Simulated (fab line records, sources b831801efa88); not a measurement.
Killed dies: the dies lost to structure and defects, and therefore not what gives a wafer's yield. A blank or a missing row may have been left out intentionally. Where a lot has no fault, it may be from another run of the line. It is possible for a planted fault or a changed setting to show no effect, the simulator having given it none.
fab line records || flow gf180mcu || part 2 of 2: steps 32 to 40 of 40
record {"lots": 5, "wafers": 15, "last-day": 34}
route steps=602 shown M2@373 V2@382 M3@409
lots with no fault: from the same line, run without faults
start-h: hours from the record's first day to the start of the lot's first wafer shown || wait-h: time in hours since the lot's previous step || " identical to the entry in the row above || L1.1+2: several wafers, shown together as one row || - either no value or no given start || * or withheld: withheld || < > ~ a bound
route shown NAME@n: a module of which the file shows steps, and the number in the route of the first || usual: average and standard deviation across the fault-free wafers || same: alike in all rows || chamber/n: place in a boat || sites: per-site readings || _std_site: how widely they spread, as a standard deviation || _edge_site: outer sites' mean less inner sites' || radius-mm: how far each site lies from the wafer's centre || mask NAME#n: copy n || behind: the tool/chamber that last shaped the wafer || hold: why the lot went on hold/how many hours it stayed there/how the hold came to an end || device: the n, p or np transistor that did not switch || end of line: tests run on the same wafers once the route is complete || a step without rows: its recipe alone || killed: at the first sort, the dies lost to defects and structure; wafer yield is something else || map: a wafer's dies, x killed, . not, _ none there
set.NAME: the setting the step ran with; set.NAME@STEP: the setting that earlier step ran with || model.NAME: the simulator's own value behind a step, which no gauge read
a table for each step, a row for each wafer; lots at some steps of the route
services: from which hour (start-h, from the record's first day; less than 0 if before it) a tool's chamber was out of use, for how many hours, and why
## steps
# step GF_V2_SPUTTER_22
# recipe {"material": "TiN", "target-thk-nm": 10, "chamber-pressure-pa": 5, "power-w": 4000, "time-s": 40}
# usual {"throttle-valve-pct": "29.9/0.87"}
{"lot.wafer": "L076.1", "tool": "pvd-sputter-02", "chamber": "-", "start-h": 489.09, "wait-h": 0.0, "throttle-valve-pct": 30.4}
{"lot.wafer": "L076.2", "tool": "pvd-sputter-02", "chamber": "-", "start-h": 489.09, "wait-h": 0.0, "throttle-valve-pct": 28.9}
{"lot.wafer": "L076.6", "tool": "pvd-sputter-02", "chamber": "-", "start-h": 489.09, "wait-h": 0.0, "throttle-valve-pct": 28.2}
{"lot.wafer": "L078.4", "tool": "pvd-sputter-02", "chamber": "-", "start-h": 515.57, "wait-h": 0.0, "throttle-valve-pct": 30.3}
{"lot.wafer": "L078.5", "tool": "pvd-sputter-02", "chamber": "-", "start-h": 515.57, "wait-h": 0.0, "throttle-valve-pct": 28.5}
{"lot.wafer": "L078.6", "tool": "pvd-sputter-02", "chamber": "-", "start-h": 515.57, "wait-h": 0.0, "throttle-valve-pct": 30.8}
{"lot.wafer": "L085.1", "tool": "pvd-sputter-01", "chamber": "-", "start-h": 567.12, "wait-h": 0.0, "throttle-valve-pct": 30.1}
{"lot.wafer": "L085.2", "tool": "pvd-sputter-01", "chamber": "-", "start-h": 567.12, "wait-h": 0.0, "throttle-valve-pct": 30.1}
{"lot.wafer": "L085.5", "tool": "pvd-sputter-01", "chamber": "-", "start-h": 567.12, "wait-h": 0.0, "throttle-valve-pct": 30.2}
{"lot.wafer": "L090.1", "tool": "pvd-sputter-02", "chamber": "-", "start-h": 602.94, "wait-h": 0.0, "throttle-valve-pct": 29.5}
{"lot.wafer": "L090.3", "tool": "pvd-sputter-02", "chamber": "-", "start-h": 602.94, "wait-h": 0.0, "throttle-valve-pct": 30.6}
{"lot.wafer": "L090.4", "tool": "pvd-sputter-02", "chamber": "-", "start-h": 602.94, "wait-h": 0.0, "throttle-valve-pct": 28.3}
{"lot.wafer": "L095.1", "tool": "pvd-sputter-02", "chamber": "-", "start-h": 636.87, "wait-h": 0.0, "throttle-valve-pct": 30.5}
{"lot.wafer": "L095.5", "tool": "pvd-sputter-02", "chamber": "-", "start-h": 636.87, "wait-h": 0.0, "throttle-valve-pct": 29.3}
{"lot.wafer": "L095.6", "tool": "pvd-sputter-02", "chamber": "-", "start-h": 636.87, "wait-h": 0.0, "throttle-valve-pct": 30.5}
# step GF_V2_CVD_23
# recipe {"material": "W", "target-thk-nm": 350, "time-s": 104.94, "temp-c": 400, "pressure-torr": 40}
# usual {"heater-power-w": "889/62"}
{"lot.wafer": "L076.1", "tool": "cvd-w-01", "chamber": 1, "start-h": 489.13, "wait-h": 0.0, "heater-power-w": 878}
{"lot.wafer": "L076.2", "tool": "cvd-w-01", "chamber": 0, "start-h": 489.13, "wait-h": 0.0, "heater-power-w": 955}
{"lot.wafer": "L076.6", "tool": "cvd-w-01", "chamber": 1, "start-h": 489.13, "wait-h": 0.0, "heater-power-w": 880}
{"lot.wafer": "L078.4", "tool": "cvd-w-02", "chamber": 0, "start-h": 515.65, "wait-h": 0.1, "heater-power-w": 928}
{"lot.wafer": "L078.5", "tool": "cvd-w-02", "chamber": 0, "start-h": 515.65, "wait-h": 0.1, "heater-power-w": 935}
{"lot.wafer": "L078.6", "tool": "cvd-w-02", "chamber": 1, "start-h": 515.65, "wait-h": 0.1, "heater-power-w": 773}
{"lot.wafer": "L085.1", "tool": "cvd-w-01", "chamber": 1, "start-h": 567.16, "wait-h": 0.0, "heater-power-w": 859}
{"lot.wafer": "L085.2", "tool": "cvd-w-01", "chamber": 0, "start-h": 567.16, "wait-h": 0.0, "heater-power-w": 945}
{"lot.wafer": "L085.5", "tool": "cvd-w-01", "chamber": 1, "start-h": 567.16, "wait-h": 0.0, "heater-power-w": 855}
{"lot.wafer": "L090.1", "tool": "cvd-w-01", "chamber": 1, "start-h": 602.98, "wait-h": 0.0, "heater-power-w": 873}
{"lot.wafer": "L090.3", "tool": "cvd-w-01", "chamber": 0, "start-h": 602.98, "wait-h": 0.0, "heater-power-w": 950}
{"lot.wafer": "L090.4", "tool": "cvd-w-01", "chamber": 1, "start-h": 602.98, "wait-h": 0.0, "heater-power-w": 851}
{"lot.wafer": "L095.1", "tool": "cvd-w-01", "chamber": 0, "start-h": 636.91, "wait-h": 0.0, "heater-power-w": 959}
{"lot.wafer": "L095.5", "tool": "cvd-w-01", "chamber": 1, "start-h": 636.91, "wait-h": 0.0, "heater-power-w": 875}
{"lot.wafer": "L095.6", "tool": "cvd-w-01", "chamber": 0, "start-h": 636.91, "wait-h": 0.0, "heater-power-w": 952}
# step GF_V2_RS_MEAS_24
# recipe {"thk-meas-gauge": "four-point-probe", "reads": "W_of_V2_CVD_23+TiN_of_V2_SPUTTER_22+Ti_of_V2_SPUTTER_21"}
# usual {"V2_W_RS": "0.327/0.0051"}
{"lot.wafer": "L076.1", "tool": "film-metro-04", "chamber": "-", "start-h": 489.24, "wait-h": 0.1, "V2_W_RS[ohm/sq]": 0.334}
{"lot.wafer": "L076.2", "tool": "film-metro-04", "chamber": "-", "start-h": 489.24, "wait-h": 0.1, "V2_W_RS[ohm/sq]": 0.326}
{"lot.wafer": "L076.6", "tool": "film-metro-04", "chamber": "-", "start-h": 489.24, "wait-h": 0.1, "V2_W_RS[ohm/sq]": 0.331}
{"lot.wafer": "L078.4", "tool": "film-metro-03", "chamber": "-", "start-h": 515.78, "wait-h": 0.1, "V2_W_RS[ohm/sq]": 0.326}
{"lot.wafer": "L078.5", "tool": "film-metro-03", "chamber": "-", "start-h": 515.78, "wait-h": 0.1, "V2_W_RS[ohm/sq]": 0.326}
{"lot.wafer": "L078.6", "tool": "film-metro-03", "chamber": "-", "start-h": 515.78, "wait-h": 0.1, "V2_W_RS[ohm/sq]": 0.318}
{"lot.wafer": "L085.1", "tool": "film-metro-04", "chamber": "-", "start-h": 567.27, "wait-h": 0.1, "V2_W_RS[ohm/sq]": 0.336}
{"lot.wafer": "L085.2", "tool": "film-metro-04", "chamber": "-", "start-h": 567.27, "wait-h": 0.1, "V2_W_RS[ohm/sq]": 0.326}
{"lot.wafer": "L085.5", "tool": "film-metro-04", "chamber": "-", "start-h": 567.27, "wait-h": 0.1, "V2_W_RS[ohm/sq]": 0.334}
{"lot.wafer": "L090.1", "tool": "film-metro-04", "chamber": "-", "start-h": 603.09, "wait-h": 0.1, "V2_W_RS[ohm/sq]": 0.336}
{"lot.wafer": "L090.3", "tool": "film-metro-04", "chamber": "-", "start-h": 603.09, "wait-h": 0.1, "V2_W_RS[ohm/sq]": 0.328}
{"lot.wafer": "L090.4", "tool": "film-metro-04", "chamber": "-", "start-h": 603.09, "wait-h": 0.1, "V2_W_RS[ohm/sq]": 0.339}
{"lot.wafer": "L095.1", "tool": "film-metro-04", "chamber": "-", "start-h": 637.02, "wait-h": 0.1, "V2_W_RS[ohm/sq]": 0.332}
{"lot.wafer": "L095.5", "tool": "film-metro-04", "chamber": "-", "start-h": 637.02, "wait-h": 0.1, "V2_W_RS[ohm/sq]": 0.333}
{"lot.wafer": "L095.6", "tool": "film-metro-04", "chamber": "-", "start-h": 637.02, "wait-h": 0.1, "V2_W_RS[ohm/sq]": 0.333}
# step GF_V2_THK_MEAS_25
# recipe {"thk-meas-gauge": "xrf", "reads": "W_of_V2_CVD_23"}
# usual {"V2_W_THK": "357/6"}
{"lot.wafer": "L076.1", "tool": "film-metro-04", "chamber": "-", "start-h": 489.36, "wait-h": 0.1, "V2_W_THK[nm]": 347}
{"lot.wafer": "L076.2", "tool": "film-metro-04", "chamber": "-", "start-h": 489.36, "wait-h": 0.1, "V2_W_THK[nm]": 355}
{"lot.wafer": "L076.6", "tool": "film-metro-04", "chamber": "-", "start-h": 489.36, "wait-h": 0.1, "V2_W_THK[nm]": 352}
{"lot.wafer": "L078.4", "tool": "film-metro-03", "chamber": "-", "start-h": 515.87, "wait-h": 0.1, "V2_W_THK[nm]": 358}
{"lot.wafer": "L078.5", "tool": "film-metro-03", "chamber": "-", "start-h": 515.87, "wait-h": 0.1, "V2_W_THK[nm]": 358}
{"lot.wafer": "L078.6", "tool": "film-metro-03", "chamber": "-", "start-h": 515.87, "wait-h": 0.1, "V2_W_THK[nm]": 369}
{"lot.wafer": "L085.1", "tool": "film-metro-04", "chamber": "-", "start-h": 567.39, "wait-h": 0.1, "V2_W_THK[nm]": 349}
{"lot.wafer": "L085.2", "tool": "film-metro-04", "chamber": "-", "start-h": 567.39, "wait-h": 0.1, "V2_W_THK[nm]": 360}
{"lot.wafer": "L085.5", "tool": "film-metro-04", "chamber": "-", "start-h": 567.39, "wait-h": 0.1, "V2_W_THK[nm]": 352}
{"lot.wafer": "L090.1", "tool": "film-metro-04", "chamber": "-", "start-h": 603.21, "wait-h": 0.1, "V2_W_THK[nm]": 345}
{"lot.wafer": "L090.3", "tool": "film-metro-04", "chamber": "-", "start-h": 603.21, "wait-h": 0.1, "V2_W_THK[nm]": 356}
{"lot.wafer": "L090.4", "tool": "film-metro-04", "chamber": "-", "start-h": 603.21, "wait-h": 0.1, "V2_W_THK[nm]": 343}
{"lot.wafer": "L095.1", "tool": "film-metro-04", "chamber": "-", "start-h": 637.14, "wait-h": 0.1, "V2_W_THK[nm]": 355}
{"lot.wafer": "L095.5", "tool": "film-metro-04", "chamber": "-", "start-h": 637.14, "wait-h": 0.1, "V2_W_THK[nm]": 354}
{"lot.wafer": "L095.6", "tool": "film-metro-04", "chamber": "-", "start-h": 637.14, "wait-h": 0.1, "V2_W_THK[nm]": 356}
# step GF_V2_CMP_26
# recipe {"stop-on": "SiO2", "down-force-psi": 3.5, "platen-rpm": 60, "t-overpolish-s": 15, "target-thk-nm": 0, "pad-velocity-m-s": 0.94248}
# usual {"motor-current-A": "11.6/0.86", "overpolish-run-s": "15.000/0.0088", "time-to-endpoint-s": "85/4.6"}
{"lot.wafer": "L076.2", "tool": "cmp-01", "chamber": 3, "start-h": 489.52, "wait-h": 0.1, "motor-current-A": 12.2, "overpolish-run-s": 14.985, "time-to-endpoint-s": 88}
{"lot.wafer": "L076.1", "tool": "cmp-01", "chamber": 0, "start-h": 489.52, "wait-h": 0.1, "motor-current-A": 12.7, "overpolish-run-s": 14.995, "time-to-endpoint-s": 85}
{"lot.wafer": "L076.6", "tool": "cmp-01", "chamber": 1, "start-h": 489.52, "wait-h": 0.1, "motor-current-A": 10.4, "overpolish-run-s": 14.996, "time-to-endpoint-s": 90}
{"lot.wafer": "L078.4", "tool": "cmp-02", "chamber": 3, "start-h": 515.90, "wait-h": 0.0, "motor-current-A": 11.4, "overpolish-run-s": 14.993, "time-to-endpoint-s": 78}
{"lot.wafer": "L078.5", "tool": "cmp-02", "chamber": 3, "start-h": 515.90, "wait-h": 0.0, "motor-current-A": 11.4, "overpolish-run-s": 14.990, "time-to-endpoint-s": 81}
{"lot.wafer": "L078.6", "tool": "cmp-02", "chamber": 0, "start-h": 515.90, "wait-h": 0.0, "motor-current-A": 10.4, "overpolish-run-s": 14.993, "time-to-endpoint-s": 80}
{"lot.wafer": "L085.1", "tool": "cmp-02", "chamber": 3, "start-h": 567.50, "wait-h": 0.1, "motor-current-A": 11.2, "overpolish-run-s": 14.999, "time-to-endpoint-s": 75}
{"lot.wafer": "L085.2", "tool": "cmp-02", "chamber": 0, "start-h": 567.50, "wait-h": 0.1, "motor-current-A": 10.2, "overpolish-run-s": 15.001, "time-to-endpoint-s": 76}
{"lot.wafer": "L085.5", "tool": "cmp-02", "chamber": 2, "start-h": 567.50, "wait-h": 0.1, "motor-current-A": 11.0, "overpolish-run-s": 15.009, "time-to-endpoint-s": 80}
{"lot.wafer": "L090.4", "tool": "cmp-01", "chamber": 2, "start-h": 603.32, "wait-h": 0.1, "motor-current-A": 12.2, "overpolish-run-s": 15.021, "time-to-endpoint-s": 77}
{"lot.wafer": "L090.3", "tool": "cmp-01", "chamber": 3, "start-h": 603.32, "wait-h": 0.1, "motor-current-A": 12.4, "overpolish-run-s": 15.002, "time-to-endpoint-s": 82}
{"lot.wafer": "L090.1", "tool": "cmp-01", "chamber": 0, "start-h": 603.32, "wait-h": 0.1, "motor-current-A": 12.4, "overpolish-run-s": 14.987, "time-to-endpoint-s": 81}
{"lot.wafer": "L095.1", "tool": "cmp-01", "chamber": 1, "start-h": 637.30, "wait-h": 0.1, "motor-current-A": 11.0, "overpolish-run-s": 15.003, "time-to-endpoint-s": 95}
{"lot.wafer": "L095.6", "tool": "cmp-01", "chamber": 3, "start-h": 637.30, "wait-h": 0.1, "motor-current-A": 12.8, "overpolish-run-s": 15.025, "time-to-endpoint-s": 87}
{"lot.wafer": "L095.5", "tool": "cmp-01", "chamber": 0, "start-h": 637.30, "wait-h": 0.1, "motor-current-A": 12.4, "overpolish-run-s": 15.006, "time-to-endpoint-s": 88}
# step GF_M3_SPUTTER_00
# recipe {"material": "Ti", "target-thk-nm": 37.5, "arriving-ion-energy-ev": 80, "substrate-temp-c": 200, "chamber-pressure-pa": 2, "power-w": 4000, "time-s": 150}
# usual {"throttle-valve-pct": "29.7/0.86"}
{"lot.wafer": "L076.1", "tool": "pvd-sputter-03", "chamber": "-", "start-h": 489.72, "wait-h": 0.1, "throttle-valve-pct": 31.3}
{"lot.wafer": "L076.2", "tool": "pvd-sputter-03", "chamber": "-", "start-h": 489.72, "wait-h": 0.1, "throttle-valve-pct": 29.4}
{"lot.wafer": "L076.6", "tool": "pvd-sputter-03", "chamber": "-", "start-h": 489.72, "wait-h": 0.1, "throttle-valve-pct": 29.7}
{"lot.wafer": "L078.4", "tool": "pvd-sputter-03", "chamber": "-", "start-h": 516.20, "wait-h": 0.2, "throttle-valve-pct": 28.9}
{"lot.wafer": "L078.5", "tool": "pvd-sputter-03", "chamber": "-", "start-h": 516.20, "wait-h": 0.2, "throttle-valve-pct": 29.6}
{"lot.wafer": "L078.6", "tool": "pvd-sputter-03", "chamber": "-", "start-h": 516.20, "wait-h": 0.2, "throttle-valve-pct": 28.8}
{"lot.wafer": "L085.1", "tool": "pvd-sputter-01", "chamber": "-", "start-h": 567.75, "wait-h": 0.2, "throttle-valve-pct": 30.3}
{"lot.wafer": "L085.2", "tool": "pvd-sputter-01", "chamber": "-", "start-h": 567.75, "wait-h": 0.2, "throttle-valve-pct": 29.7}
{"lot.wafer": "L085.5", "tool": "pvd-sputter-01", "chamber": "-", "start-h": 567.75, "wait-h": 0.2, "throttle-valve-pct": 30.5}
{"lot.wafer": "L090.1", "tool": "pvd-sputter-04", "chamber": "-", "start-h": 603.57, "wait-h": 0.1, "throttle-valve-pct": 30.0}
{"lot.wafer": "L090.3", "tool": "pvd-sputter-04", "chamber": "-", "start-h": 603.57, "wait-h": 0.1, "throttle-valve-pct": 28.8}
{"lot.wafer": "L090.4", "tool": "pvd-sputter-04", "chamber": "-", "start-h": 603.57, "wait-h": 0.1, "throttle-valve-pct": 28.5}
{"lot.wafer": "L095.1", "tool": "pvd-sputter-03", "chamber": "-", "start-h": 637.50, "wait-h": 0.1, "throttle-valve-pct": 28.7}
{"lot.wafer": "L095.5", "tool": "pvd-sputter-03", "chamber": "-", "start-h": 637.50, "wait-h": 0.1, "throttle-valve-pct": 31.4}
{"lot.wafer": "L095.6", "tool": "pvd-sputter-03", "chamber": "-", "start-h": 637.50, "wait-h": 0.1, "throttle-valve-pct": 29.5}
# step GF_M3_SPUTTER_01
# recipe {"material": "TiN", "target-thk-nm": 30, "power-w": 6500, "time-s": 25, "chamber-pressure-pa": 0.4}
# usual {"throttle-valve-pct": "29.7/0.85"}
{"lot.wafer": "L076.1", "tool": "pvd-sputter-03", "chamber": "-", "start-h": 489.82, "wait-h": 0.1, "throttle-valve-pct": 31.2}
{"lot.wafer": "L076.2", "tool": "pvd-sputter-03", "chamber": "-", "start-h": 489.82, "wait-h": 0.1, "throttle-valve-pct": 29.6}
{"lot.wafer": "L076.6", "tool": "pvd-sputter-03", "chamber": "-", "start-h": 489.82, "wait-h": 0.1, "throttle-valve-pct": 29.6}
{"lot.wafer": "L078.4", "tool": "pvd-sputter-03", "chamber": "-", "start-h": 516.30, "wait-h": 0.1, "throttle-valve-pct": 28.8}
{"lot.wafer": "L078.5", "tool": "pvd-sputter-03", "chamber": "-", "start-h": 516.30, "wait-h": 0.1, "throttle-valve-pct": 29.4}
{"lot.wafer": "L078.6", "tool": "pvd-sputter-03", "chamber": "-", "start-h": 516.30, "wait-h": 0.1, "throttle-valve-pct": 29.0}
{"lot.wafer": "L085.1", "tool": "pvd-sputter-01", "chamber": "-", "start-h": 567.85, "wait-h": 0.1, "throttle-valve-pct": 30.4}
{"lot.wafer": "L085.2", "tool": "pvd-sputter-01", "chamber": "-", "start-h": 567.85, "wait-h": 0.1, "throttle-valve-pct": 29.6}
{"lot.wafer": "L085.5", "tool": "pvd-sputter-01", "chamber": "-", "start-h": 567.85, "wait-h": 0.1, "throttle-valve-pct": 30.4}
{"lot.wafer": "L090.1", "tool": "pvd-sputter-04", "chamber": "-", "start-h": 603.67, "wait-h": 0.1, "throttle-valve-pct": 29.9}
{"lot.wafer": "L090.3", "tool": "pvd-sputter-04", "chamber": "-", "start-h": 603.67, "wait-h": 0.1, "throttle-valve-pct": 28.7}
{"lot.wafer": "L090.4", "tool": "pvd-sputter-04", "chamber": "-", "start-h": 603.67, "wait-h": 0.1, "throttle-valve-pct": 28.0}
{"lot.wafer": "L095.1", "tool": "pvd-sputter-03", "chamber": "-", "start-h": 637.60, "wait-h": 0.1, "throttle-valve-pct": 28.8}
{"lot.wafer": "L095.5", "tool": "pvd-sputter-03", "chamber": "-", "start-h": 637.60, "wait-h": 0.1, "throttle-valve-pct": 31.2}
{"lot.wafer": "L095.6", "tool": "pvd-sputter-03", "chamber": "-", "start-h": 637.60, "wait-h": 0.1, "throttle-valve-pct": 29.6}
# step GF_M3_SPUTTER_02
# recipe {"material": "AlCu", "target-thk-nm": 450, "power-w": 10600, "time-s": 23.9, "chamber-pressure-pa": 0.4}
# usual {"throttle-valve-pct": "29.7/0.83"}
{"lot.wafer": "L076.1", "tool": "pvd-sputter-03", "chamber": "-", "start-h": 489.85, "wait-h": 0.0, "throttle-valve-pct": 31.1}
{"lot.wafer": "L076.2", "tool": "pvd-sputter-03", "chamber": "-", "start-h": 489.85, "wait-h": 0.0, "throttle-valve-pct": 29.5}
{"lot.wafer": "L076.6", "tool": "pvd-sputter-03", "chamber": "-", "start-h": 489.85, "wait-h": 0.0, "throttle-valve-pct": 29.8}
{"lot.wafer": "L078.4", "tool": "pvd-sputter-03", "chamber": "-", "start-h": 516.33, "wait-h": 0.0, "throttle-valve-pct": 29.0}
{"lot.wafer": "L078.5", "tool": "pvd-sputter-03", "chamber": "-", "start-h": 516.33, "wait-h": 0.0, "throttle-valve-pct": 29.4}
{"lot.wafer": "L078.6", "tool": "pvd-sputter-03", "chamber": "-", "start-h": 516.33, "wait-h": 0.0, "throttle-valve-pct": 28.9}
{"lot.wafer": "L085.1", "tool": "pvd-sputter-01", "chamber": "-", "start-h": 567.88, "wait-h": 0.0, "throttle-valve-pct": 30.3}
{"lot.wafer": "L085.2", "tool": "pvd-sputter-01", "chamber": "-", "start-h": 567.88, "wait-h": 0.0, "throttle-valve-pct": 29.5}
{"lot.wafer": "L085.5", "tool": "pvd-sputter-01", "chamber": "-", "start-h": 567.88, "wait-h": 0.0, "throttle-valve-pct": 30.3}
{"lot.wafer": "L090.1", "tool": "pvd-sputter-04", "chamber": "-", "start-h": 603.70, "wait-h": 0.0, "throttle-valve-pct": 29.8}
{"lot.wafer": "L090.3", "tool": "pvd-sputter-04", "chamber": "-", "start-h": 603.70, "wait-h": 0.0, "throttle-valve-pct": 28.8}
{"lot.wafer": "L090.4", "tool": "pvd-sputter-04", "chamber": "-", "start-h": 603.70, "wait-h": 0.0, "throttle-valve-pct": 28.5}
{"lot.wafer": "L095.1", "tool": "pvd-sputter-03", "chamber": "-", "start-h": 637.63, "wait-h": 0.0, "throttle-valve-pct": 29.0}
{"lot.wafer": "L095.5", "tool": "pvd-sputter-03", "chamber": "-", "start-h": 637.63, "wait-h": 0.0, "throttle-valve-pct": 31.1}
{"lot.wafer": "L095.6", "tool": "pvd-sputter-03", "chamber": "-", "start-h": 637.63, "wait-h": 0.0, "throttle-valve-pct": 29.6}
# step GF_M3_SPUTTER_03
# recipe {"material": "Ti", "target-thk-nm": 10, "substrate-temp-c": 300, "chamber-pressure-pa": 0.3, "power-w": 3000, "time-s": 6.7}
# usual {"throttle-valve-pct": "29.6/0.83"}
{"lot.wafer": "L076.1", "tool": "pvd-sputter-03", "chamber": "-", "start-h": 489.88, "wait-h": 0.0, "throttle-valve-pct": 31.3}
{"lot.wafer": "L076.2", "tool": "pvd-sputter-03", "chamber": "-", "start-h": 489.88, "wait-h": 0.0, "throttle-valve-pct": 29.6}
{"lot.wafer": "L076.6", "tool": "pvd-sputter-03", "chamber": "-", "start-h": 489.88, "wait-h": 0.0, "throttle-valve-pct": 29.8}
{"lot.wafer": "L078.4", "tool": "pvd-sputter-03", "chamber": "-", "start-h": 516.36, "wait-h": 0.0, "throttle-valve-pct": 28.8}
{"lot.wafer": "L078.5", "tool": "pvd-sputter-03", "chamber": "-", "start-h": 516.36, "wait-h": 0.0, "throttle-valve-pct": 29.7}
{"lot.wafer": "L078.6", "tool": "pvd-sputter-03", "chamber": "-", "start-h": 516.36, "wait-h": 0.0, "throttle-valve-pct": 29.0}
{"lot.wafer": "L085.1", "tool": "pvd-sputter-01", "chamber": "-", "start-h": 567.91, "wait-h": 0.0, "throttle-valve-pct": 30.2}
{"lot.wafer": "L085.2", "tool": "pvd-sputter-01", "chamber": "-", "start-h": 567.91, "wait-h": 0.0, "throttle-valve-pct": 29.8}
{"lot.wafer": "L085.5", "tool": "pvd-sputter-01", "chamber": "-", "start-h": 567.91, "wait-h": 0.0, "throttle-valve-pct": 30.1}
{"lot.wafer": "L090.1", "tool": "pvd-sputter-04", "chamber": "-", "start-h": 603.73, "wait-h": 0.0, "throttle-valve-pct": 29.9}
{"lot.wafer": "L090.3", "tool": "pvd-sputter-04", "chamber": "-", "start-h": 603.73, "wait-h": 0.0, "throttle-valve-pct": 28.9}
{"lot.wafer": "L090.4", "tool": "pvd-sputter-04", "chamber": "-", "start-h": 603.73, "wait-h": 0.0, "throttle-valve-pct": 28.4}
{"lot.wafer": "L095.1", "tool": "pvd-sputter-03", "chamber": "-", "start-h": 637.66, "wait-h": 0.0, "throttle-valve-pct": 29.1}
{"lot.wafer": "L095.5", "tool": "pvd-sputter-03", "chamber": "-", "start-h": 637.66, "wait-h": 0.0, "throttle-valve-pct": 31.3}
{"lot.wafer": "L095.6", "tool": "pvd-sputter-03", "chamber": "-", "start-h": 637.66, "wait-h": 0.0, "throttle-valve-pct": 29.5}
## services
{"tool": "pvd-sputter-02", "chamber": "-", "start-h": 435.18, "hours": 9.1, "kind": "repair"}
{"tool": "cmp-02", "chamber": "-", "start-h": 436.41, "hours": 0.5, "kind": "repair"}
{"tool": "rie-diel-03", "chamber": 0, "start-h": 443.75, "hours": 13.0, "kind": "repair"}
{"tool": "rie-diel-03", "chamber": 2, "start-h": 444.16, "hours": 1.5, "kind": "repair"}
{"tool": "pvd-sputter-02", "chamber": "-", "start-h": 467.07, "hours": 4.9, "kind": "repair"}
{"tool": "cmp-02", "chamber": "-", "start-h": 472.94, "hours": 1.6, "kind": "repair"}
{"tool": "cmp-02", "chamber": "-", "start-h": 474.46, "hours": 0.3, "kind": "repair"}
{"tool": "krf-scanner-01", "chamber": "-", "start-h": 489.29, "hours": 0.8, "kind": "pm"}
{"tool": "pvd-sputter-03", "chamber": "-", "start-h": 495.87, "hours": 2.6, "kind": "repair"}
{"tool": "cmp-02", "chamber": "-", "start-h": 508.88, "hours": 1.1, "kind": "repair"}
{"tool": "cmp-02", "chamber": "-", "start-h": 511.63, "hours": 1.4, "kind": "repair"}
{"tool": "pvd-sputter-01", "chamber": "-", "start-h": 512.83, "hours": 7.4, "kind": "repair"}
{"tool": "krf-scanner-02", "chamber": "-", "start-h": 514.46, "hours": 1.0, "kind": "pm"}
{"tool": "pvd-sputter-03", "chamber": "-", "start-h": 530.80, "hours": 7.7, "kind": "repair"}
{"tool": "pvd-sputter-01", "chamber": "-", "start-h": 531.37, "hours": 2.5, "kind": "repair"}
{"tool": "pvd-sputter-03", "chamber": "-", "start-h": 553.62, "hours": 14.8, "kind": "repair"}
{"tool": "krf-scanner-01", "chamber": "-", "start-h": 568.88, "hours": 1.0, "kind": "pm"}
{"tool": "cmp-02", "chamber": "-", "start-h": 572.63, "hours": 1.8, "kind": "repair"}
{"tool": "krf-scanner-01", "chamber": "-", "start-h": 574.94, "hours": 1.3, "kind": "pm"}
{"tool": "krf-scanner-02", "chamber": "-", "start-h": 584.54, "hours": 0.8, "kind": "pm"}
{"tool": "krf-scanner-02", "chamber": "-", "start-h": 594.65, "hours": 1.3, "kind": "pm"}
{"tool": "wet-bench-02", "chamber": "-", "start-h": 605.97, "hours": 1.5, "kind": "repair"}
{"tool": "pvd-sputter-02", "chamber": "-", "start-h": 616.88, "hours": 3.5, "kind": "repair"}
{"tool": "cmp-02", "chamber": "-", "start-h": 630.34, "hours": 0.5, "kind": "repair"}
